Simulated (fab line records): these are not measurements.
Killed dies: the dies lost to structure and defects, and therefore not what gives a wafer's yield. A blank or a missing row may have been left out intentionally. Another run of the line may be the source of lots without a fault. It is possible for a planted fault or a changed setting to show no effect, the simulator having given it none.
Which tool is to blame? -- flow gf180mcu -- 24 lots with 72 wafers sampled at 6 steps, on a route of 602 steps

## WHAT THE GAUGES SHOWED, per wafer
GF_V4_THK_MEAS_01.
lot,measured,on,V4_CVD_00_THK (nm)
L074,day 24 02:27,filmMetro-04,592 603 604
L075,day 24 03:07,filmMetro-04,605 602 604
L076,day 24 14:55,filmMetro-04,605 602 601
L077,day 24 20:29,filmMetro-02,600 589 598
L078,day 25 01:03,filmMetro-01,598 598 601
L079,day 25 03:34,filmMetro-01,602 603 603
L080,day 25 16:18,filmMetro-02,606 610 610
L081,day 25 22:11,filmMetro-02,611 606 607
L082,day 26 09:29,filmMetro-01,601 599 601
L083,day 27 02:47,filmMetro-04,599 603 600
L084,day 27 04:35,filmMetro-04,604 603 600
L085,day 27 07:51,filmMetro-04,597 597 601
L086,day 27 16:15,filmMetro-04,599 603 602
L087,day 28 01:59,filmMetro-01,603 605 603
L088,day 28 07:49,filmMetro-01,593 598 601
L089,day 28 10:29,filmMetro-04,597 600 611
L090,day 28 16:24,filmMetro-04,598 608 602
L091,day 29 01:36,filmMetro-01,596 590 595
L092,day 29 05:32,filmMetro-04,608 609 604
L093,day 29 18:08,filmMetro-04,601 598 602
L094,day 29 22:29,filmMetro-01,607 607 604
L095,day 30 05:35,filmMetro-01,604 605 612
L096,day 30 11:10,filmMetro-01,611 611 613
L097,day 30 15:24,filmMetro-04,601 614 610

GF_PASSIVATION_BOW_MEAS_14.
lot,measured,on,PASSIVATION_BOW (um)
L074,day 29 15:26,filmMetro-02,140 135 144
L075,day 29 16:53,filmMetro-04,126 130 130
L076,day 30 02:16,filmMetro-01,141 146 154
L077,day 30 07:19,filmMetro-02,129 133 143
L078,day 30 10:31,filmMetro-02,141 144 144
L079,day 30 13:32,filmMetro-02,142 137 141
L080,day 30 23:47,filmMetro-04,136 126 134
L081,day 31 05:16,filmMetro-04,124 128 130
L082,day 31 15:02,filmMetro-02,132 118 121
L083,day 32 03:47,filmMetro-02,134 135 130
L084,day 32 07:50,filmMetro-02,139 127 142
L085,day 32 10:43,filmMetro-04,133 145 137
L086,day 32 17:08,filmMetro-04,123 129 121
L087,day 33 02:01,filmMetro-02,132 135 134
L088,day 33 04:58,filmMetro-01,135 131 134
L089,day 33 06:48,filmMetro-01,138 141 138
L090,day 33 12:34,filmMetro-01,149 148 154
L091,day 33 20:01,filmMetro-02,139 131 138
L092,day 33 23:01,filmMetro-01,153 145 143
L093,day 34 08:11,filmMetro-01,137 139 134
L094,day 34 11:58,filmMetro-02,138 127 125
L095,day 34 18:04,filmMetro-02,145 138 145
L096,day 34 22:14,filmMetro-02,133 133 148
L097,day 35 00:37,filmMetro-02,141 143 140

## WHICH TOOL RAN EACH LOT (tool, then ch and the chambers of the sampled wafers, then the start)
lot,GF_M4_STRIP_17,GF_V4_CMP_04,GF_V5_ETCH_16,GF_TOP_METAL_SPUTTER_01
L074,"plasmaAsher-02 ch 0,1, day 24 01:52","cmp-01 ch 1,2,3, day 24 02:37","rieDiel-02 ch 0,1,3, day 27 18:32","pvdSputter-03, day 27 20:01"
L075,"plasmaAsher-04 ch 0,1, day 24 02:10","cmp-01 ch 0,1, day 24 03:18","rieDiel-03 ch 0,1,3, day 27 19:26","pvdSputter-04, day 27 20:55"
L076,"plasmaAsher-04 ch 0,1, day 24 14:17","cmp-01 ch 0,1, day 24 15:05","rieDiel-03 ch 1,2, day 28 06:19","pvdSputter-01, day 28 07:49"
L077,"plasmaAsher-02 ch 1, day 24 19:52","cmp-01 ch 1,2,3, day 24 20:43","rieDiel-03 ch 1,2,3, day 28 11:11","pvdSputter-03, day 28 12:47"
L078,"plasmaAsher-02 ch 0,1, day 25 00:26","cmp-01 ch 1,2, day 25 01:14","rieDiel-04 ch 1,3, day 28 15:29","pvdSputter-01, day 28 17:23"
L079,"plasmaAsher-04 ch 0,1, day 25 02:59","cmp-01 ch 1,2, day 25 03:44","rieDiel-04 ch 0,2, day 28 18:17","pvdSputter-01, day 28 19:47"
L080,"plasmaAsher-04 ch 0,1, day 25 15:40","cmp-02 ch 0,1, day 25 16:58","rieDiel-04 ch 1,2,3, day 29 05:56","pvdSputter-01, day 29 07:27"
L081,"plasmaAsher-02 ch 0,1, day 25 21:34","cmp-01 ch 0,1,3, day 25 22:24","rieDiel-04 ch 0,2,3, day 29 12:08","pvdSputter-03, day 29 13:41"
L082,"plasmaAsher-02 ch 0,1, day 26 08:52","cmp-02 ch 0,1,2, day 26 09:42","rieDiel-04 ch 0,2,3, day 29 22:19","pvdSputter-04, day 29 23:49"
L083,"plasmaAsher-02 ch 0,1, day 27 02:10","cmp-02 ch 0,2,3, day 27 03:03","rieDiel-02 ch 0,1,2, day 30 11:52","pvdSputter-04, day 30 13:20"
L084,"plasmaAsher-04 ch 0,1, day 27 03:52","cmp-01 ch 0,1,3, day 27 04:49","rieDiel-04 ch 0,1,3, day 30 15:47","pvdSputter-01, day 30 17:17"
L085,"plasmaAsher-04 ch 0,1, day 27 07:14","cmp-02 ch 0,1,2, day 27 08:08","rieDiel-04 ch 0,1,2, day 30 19:14","pvdSputter-03, day 30 20:43"
L086,"plasmaAsher-03 ch 0,1, day 27 15:38","cmp-01 ch 2,3, day 27 16:26","rieDiel-03 ch 1,3, day 31 01:28","pvdSputter-03, day 31 02:56"
L087,"plasmaAsher-02 ch 0,1, day 28 01:22","cmp-01 ch 1,2, day 28 02:13","rieDiel-02 ch 2,3, day 31 11:20","pvdSputter-01, day 31 12:49"
L088,"plasmaAsher-04 ch 0,1, day 28 06:52","cmp-02 ch 0,3, day 28 07:59","rieDiel-03 ch 0,1, day 31 14:52","pvdSputter-03, day 31 16:20"
L089,"plasmaAsher-03 ch 0,1, day 28 09:52","cmp-02 ch 0,2,3, day 28 10:46","rieDiel-02 ch 0,1,3, day 31 16:52","pvdSputter-04, day 31 18:20"
L090,"plasmaAsher-03 ch 0,1, day 28 15:23","cmp-01 ch 0,1,3, day 28 16:35","rieDiel-03 ch 0,1,3, day 31 23:16","pvdSputter-04, day 32 00:46"
L091,"plasmaAsher-03 ch 0,1, day 29 00:58","cmp-01 ch 0,1,2, day 29 01:47","rieDiel-02 ch 0,1,3, day 32 07:22","pvdSputter-04, day 32 08:50"
L092,"plasmaAsher-04 ch 0,1, day 29 04:55","cmp-01 ch 0,2,3, day 29 05:43","rieDiel-02 ch 0,1,2, day 32 10:34","pvdSputter-01, day 32 12:08"
L093,"plasmaAsher-03 ch 0,1, day 29 17:30","cmp-02 ch 0,1, day 29 18:20","rieDiel-02 ch 0,1,2, day 32 20:53","pvdSputter-03, day 32 22:22"
L094,"plasmaAsher-02 ch 0,1, day 29 21:52","cmp-01 ch 0,2,3, day 29 22:42","rieDiel-04 ch 1,2,3, day 32 23:50","pvdSputter-01, day 33 01:21"
L095,"plasmaAsher-03 ch 0,1, day 30 04:55","cmp-02 ch 0,1,3, day 30 05:46","rieDiel-02 ch 0,1,2, day 33 06:40","pvdSputter-01, day 33 08:09"
L096,"plasmaAsher-03 ch 0,1, day 30 10:34","cmp-02 ch 1,2,3, day 30 11:24","rieDiel-02 ch 0,2, day 33 11:49","pvdSputter-04, day 33 13:17"
L097,"plasmaAsher-02 ch 0,1, day 30 14:47","cmp-01 ch 0,1,2, day 30 15:41","rieDiel-02 ch 2,3, day 33 14:25","pvdSputter-04, day 33 15:59"
- GF_M4_STRIP_17: strips in O2/N2.
- GF_V4_CMP_04: polishes SiO2.
- GF_V5_ETCH_16: etches BARC in N2/H2.
- GF_TOP_METAL_SPUTTER_01: material TiN, target thk 30 nm, time 25 s.

## AS READ BY THE TOOLS THEMSELVES (means over the sampled wafers that have a number; for cases with no such wafer, the mark the record gives instead)
GF_M4_STRIP_17.
lot,tool,drypumpMotorCurrentA (A),heaterPowerW (W),n2FlowSccm (sccm),oesProductAu (a.u.),stripTimeToEndpointS (s)
L074,plasmaAsher-02,4.9,352,299.6,0.541,7.40
L075,plasmaAsher-04,6.1,328,300.2,0.535,7.40
L076,plasmaAsher-04,6.1,327,299.7,0.540,7.37
L077,plasmaAsher-02,4.7,348,300.9,0.536,7.31
L078,plasmaAsher-02,4.9,346,299.1,0.536,7.32
L079,plasmaAsher-04,5.8,324,300.5,0.541,7.39
L080,plasmaAsher-04,6.1,331,300.7,0.535,7.36
L081,plasmaAsher-02,4.9,355,301.0,0.541,7.37
L082,plasmaAsher-02,4.9,352,299.7,0.536,7.38
L083,plasmaAsher-02,5.0,354,300.0,0.536,7.39
L084,plasmaAsher-04,5.8,325,300.7,0.540,7.41
L085,plasmaAsher-04,6.1,330,299.2,0.538,7.44
L086,plasmaAsher-03,5.7,326,300.4,0.539,7.35
L087,plasmaAsher-02,4.8,353,299.8,0.531,7.32
L088,plasmaAsher-04,6.2,329,300.1,0.538,7.39
L089,plasmaAsher-03,5.7,324,300.7,0.543,7.39
L090,plasmaAsher-03,6.0,317,299.1,0.538,7.39
L091,plasmaAsher-03,6.0,321,299.9,0.537,7.32
L092,plasmaAsher-04,6.1,328,299.9,0.534,7.38
L093,plasmaAsher-03,6.0,314,300.7,0.537,7.37
L094,plasmaAsher-02,4.8,349,300.5,0.535,7.29
L095,plasmaAsher-03,6.0,318,300.5,0.539,7.37
L096,plasmaAsher-03,6.0,318,300.4,0.532,7.37
L097,plasmaAsher-02,4.8,345,300.3,0.541,7.38

GF_V4_CMP_04.
lot,tool,edgeZonePressureFrac,motorCurrentA (A),timeToEndpointS (s)
L074,cmp-01,0.997,11.3,87
L075,cmp-01,1.003,11.9,75
L076,cmp-01,0.998,11.4,84
L077,cmp-01,1.001,11.1,84
L078,cmp-01,0.998,11.1,80
L079,cmp-01,0.997,11.6,88
L080,cmp-02,1.002,11.6,77
L081,cmp-01,1.002,11.2,79
L082,cmp-02,1.001,11.6,83
L083,cmp-02,0.997,12.2,84
L084,cmp-01,1.001,11.7,80
L085,cmp-02,1.002,11.7,83
L086,cmp-01,0.998,10.8,77
L087,cmp-01,0.999,11.6,82
L088,cmp-02,0.998,12.1,83
L089,cmp-02,1.000,11.7,78
L090,cmp-01,1.001,11.1,84
L091,cmp-01,1.003,11.2,74
L092,cmp-01,0.996,10.7,80
L093,cmp-02,0.998,11.7,83
L094,cmp-01,1.005,10.7,80
L095,cmp-02,1.000,12.2,80
L096,cmp-02,0.996,11.6,81
L097,cmp-01,0.995,11.4,90

GF_V5_ETCH_16.
lot,tool,drypumpMotorCurrentA (A),n2FlowSccm (sccm),oesProductAu (a.u.),throttleValvePct (%)
L074,rieDiel-02,5.5,100.2,0.854,13.218
L075,rieDiel-03,5.6,100.0,0.848,13.225
L076,rieDiel-03,5.0,100.1,0.854,13.229
L077,rieDiel-03,5.4,99.8,0.853,13.216
L078,rieDiel-04,5.7,100.1,0.860,13.231
L079,rieDiel-04,5.6,100.3,0.859,13.220
L080,rieDiel-04,6.0,100.1,0.853,13.217
L081,rieDiel-04,5.9,100.0,0.858,13.217
L082,rieDiel-04,6.0,99.8,0.858,13.226
L083,rieDiel-02,5.7,99.9,0.858,13.218
L084,rieDiel-04,5.6,99.8,0.856,13.224
L085,rieDiel-04,5.7,99.9,0.858,13.227
L086,rieDiel-03,5.8,100.2,0.861,13.227
L087,rieDiel-02,5.6,100.1,0.856,13.235
L088,rieDiel-03,5.4,99.8,0.855,13.220
L089,rieDiel-02,5.4,100.0,0.851,13.221
L090,rieDiel-03,5.6,100.0,0.851,13.222
L091,rieDiel-02,5.4,100.0,0.852,13.234
L092,rieDiel-02,5.7,100.0,0.854,13.231
L093,rieDiel-02,5.7,100.0,0.863,13.223
L094,rieDiel-04,6.0,99.6,0.863,13.228
L095,rieDiel-02,5.7,99.9,0.857,13.226
L096,rieDiel-02,6.0,99.9,0.853,13.233
L097,rieDiel-02,5.9,99.9,0.857,13.226

GF_TOP_METAL_SPUTTER_01.
lot,tool,throttleValvePct (%)
L074,pvdSputter-03,30.4
L075,pvdSputter-04,31.0
L076,pvdSputter-01,29.8
L077,pvdSputter-03,31.1
L078,pvdSputter-01,29.5
L079,pvdSputter-01,29.4
L080,pvdSputter-01,29.7
L081,pvdSputter-03,31.1
L082,pvdSputter-04,30.9
L083,pvdSputter-04,30.9
L084,pvdSputter-01,29.6
L085,pvdSputter-03,30.9
L086,pvdSputter-03,31.1
L087,pvdSputter-01,29.8
L088,pvdSputter-03,30.9
L089,pvdSputter-04,31.0
L090,pvdSputter-04,30.9
L091,pvdSputter-04,31.2
L092,pvdSputter-01,29.7
L093,pvdSputter-03,31.6
L094,pvdSputter-01,29.6
L095,pvdSputter-01,29.7
L096,pvdSputter-04,31.1
L097,pvdSputter-04,30.8

## THE ANSWER, worked out from the rows above alone
Rule: the lots themselves supply what counts as usual. Put in order of their means at a reading, lots are off if they are a third of the lots or fewer, leave a main group of 4 or more, and stand apart from it by a gap of 3 or more times the standard deviation of the main group's means; of several such gaps the widest counts. The tables above print the reading to a certain number of digits; a main group whose means all agree to those digits is not used. A lot without any number at a reading at which 4 lots or more have one is off too. Where the step has rows for the other lots, those lots are counted as sound. After the gauges, taken in route order, come the tools' own readings; for these a lot's mean is taken, as printed above. The first step at which some lot is off is used, and at that step the reading that is off furthest; a lot without a number counts as furthest.
Across all readings shown, no lot is off: no conclusion can be drawn from this.

## WHAT THE SIMULATOR HAD INSERTED
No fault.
